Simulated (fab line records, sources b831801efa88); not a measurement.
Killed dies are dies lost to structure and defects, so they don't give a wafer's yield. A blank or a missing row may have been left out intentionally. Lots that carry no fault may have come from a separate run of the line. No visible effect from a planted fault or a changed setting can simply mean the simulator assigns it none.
The same fault as seen by 2 desks / flow gf180mcu / each desk holds nothing but its own numbers, with what lay behind them at the end

## AT THE METROLOGY DESK
What the gauges read for every lot (on any tool): the sampled wafers with a number, averaged. The brackets show how far a lot's mean lies from the usual mean; more than 4 standard deviations puts the lot out of limits, marked OUT. Shown here are 7 of its 9 readings, the ones lying furthest out on some lot.
Columns: A = V1_W_RS at GF_V1_RS_MEAS_24, usual 0.324 ohm/sq; B = V1_W_THK at GF_V1_THK_MEAS_25, usual 361 nm; C = M2_ALCU_RS at GF_M2_RS_MEAS_05, usual 0.0699 ohm/sq; D = M2_ALCU_THK at GF_M2_THK_MEAS_06, usual 451 nm; E = M2_OVL at GF_M2_OVL_MEAS_15, usual 0 nm; F = V2_CVD_00_THK at GF_V2_THK_MEAS_01, usual 599 nm; G = V2_BOW at GF_V2_BOW_MEAS_05, usual 100 um
lot=L452; first seen here=day 18 16:45; A=0.319; B=365; C=0.0698; D=453; E=-6; F=598; G=90
lot=L460; first seen here=day 21 17:31; A=0.313; B=370; C=0.0708; D=444; E=10; F=608; G=101
lot=L461; first seen here=day 22 07:47; A=0.334; B=344; C=0.0689; D=459; E=-5; F=605; G=98
lot=L465; first seen here=day 23 14:28; A=0.330; B=356; C=0.0695; D=462; E=0; F=594; G=100
lot=L466; first seen here=day 24 01:04; A=0.332; B=353; C=0.0707; D=449; E=-3; F=603; G=101
lot=L467; first seen here=day 24 02:34; A=0.323; B=363; C=0.0699; D=462; E=6; F=598; G=98
lot=L469; first seen here=day 24 13:20; A=0.319; B=364; C=0.0693; D=466; E=-5; F=605; G=102
This desk found nothing out of limits on any of the 7 lots.

## DESK OF THE TOOL OWNER: pvd sputter-01
At GF_M2_SPUTTER_04 (material TiN, target thk 50 nm, time 41.7 s) the tool's own readings: per lot run on this tool, the mean of the sampled wafers that have a number. The brackets show how far a lot's mean lies from the usual mean; more than 4 standard deviations puts the lot out of limits, marked OUT.
Columns: A = throttle valve pct at GF_M2_SPUTTER_04, usual 30.2 %
lot=L452; first seen here=day 18 17:25; A=30.6
lot=L460; first seen here=day 21 18:09; A=30.3
lot=L465; first seen here=day 23 15:05; A=30.4
lot=L467; first seen here=day 24 03:13; A=30.7
lot=L469; first seen here=day 24 13:58; A=29.9
This desk found nothing out of limits on any of the 5 lots.

## TAKEN TOGETHER
Metrology desk: nothing out of limits seen.
Nothing out of limits was seen by the tool owner's desk.

## WHAT WAS PUT IN BY THE SIMULATOR
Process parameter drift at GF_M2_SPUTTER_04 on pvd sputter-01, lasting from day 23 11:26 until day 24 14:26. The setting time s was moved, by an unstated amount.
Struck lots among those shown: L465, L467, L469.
